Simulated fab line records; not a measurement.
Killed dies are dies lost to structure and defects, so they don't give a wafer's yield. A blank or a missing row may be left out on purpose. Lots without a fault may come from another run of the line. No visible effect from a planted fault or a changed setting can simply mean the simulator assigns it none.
What tool caused it? || flow sky130 || Sampling: 7 lots, 21 wafers, 2 of 708 route steps

WHAT EACH GAUGE READ, for each wafer
SKY_SD_N_CD_MEAS_07 targets a cd of 380 nm.
{"lot": "L970", "measured": "day 29 15:28", "on": "cd_sem-02", "cd_nm (nm)": "379.4 383.1 380.5"}
{"lot": "L972", "measured": "day 30 03:01", "on": "cd_sem-02", "cd_nm (nm)": "274.2 377.0 381.4"}
{"lot": "L977", "measured": "day 31 16:25", "on": "cd_sem-01", "cd_nm (nm)": "378.7 378.6 379.0"}
{"lot": "L982", "measured": "day 33 08:17", "on": "cd_sem-01", "cd_nm (nm)": "379.2 377.4 375.5"}
{"lot": "L985", "measured": "day 34 03:58", "on": "cd_sem-02", "cd_nm (nm)": "381.2 384.5 380.9"}
{"lot": "L987", "measured": "day 34 20:07", "on": "cd_sem-02", "cd_nm (nm)": "382.7 382.8 381.0"}
{"lot": "L989", "measured": "day 35 04:40", "on": "cd_sem-01", "cd_nm (nm)": "377.2 378.8 378.3"}

EACH LOT AND THE TOOL THAT RAN IT (in order: tool; ch and the chambers of the sampled wafers; start)
{"lot": "L970", "SKY_SD_N_DEVELOP_06": "litho_track-01 ch 0, day 29 15:19"}
{"lot": "L972", "SKY_SD_N_DEVELOP_06": "litho_track-01 ch 0, day 30 02:52"}
{"lot": "L977", "SKY_SD_N_DEVELOP_06": "litho_track-04 ch 0, day 31 16:16"}
{"lot": "L982", "SKY_SD_N_DEVELOP_06": "litho_track-01 ch 0, day 33 08:08"}
{"lot": "L985", "SKY_SD_N_DEVELOP_06": "litho_track-03 ch 0, day 34 03:49"}
{"lot": "L987", "SKY_SD_N_DEVELOP_06": "litho_track-03 ch 0, day 34 19:58"}
{"lot": "L989", "SKY_SD_N_DEVELOP_06": "litho_track-04 ch 0, day 35 04:31"}
- SKY_SD_N_DEVELOP_06: develop time 60 s.

THE ANSWER, worked out from the rows above alone
Rule: what is usual is taken from the lots themselves. The widest of any qualifying gaps counts: lots, ordered by their means at a reading, are off when they make up no more than a third of the lots, leave a main group of 4 or more, and stand apart from it by 3 or more times the standard deviation of that group's means. A main group is skipped when, at the precision printed for the reading in the tables above, its means are all equal. Also off: a lot with no number at a reading for which 4 or more lots have one. The other lots that the step has rows for count as sound.
Off at SKY_SD_N_CD_MEAS_07 (cd_nm): L972. Main group: mean 379.9 nm, sd 1.9.
A tool fits if, at a process step before that reading, it ran every lot that is off, and no sound lot after the first of them. Gauges at SKY_SD_N_CD_MEAS_07: tried the same way as those tools. Not one of the candidates tried fits.

WHAT THE SIMULATOR HAD INSERTED
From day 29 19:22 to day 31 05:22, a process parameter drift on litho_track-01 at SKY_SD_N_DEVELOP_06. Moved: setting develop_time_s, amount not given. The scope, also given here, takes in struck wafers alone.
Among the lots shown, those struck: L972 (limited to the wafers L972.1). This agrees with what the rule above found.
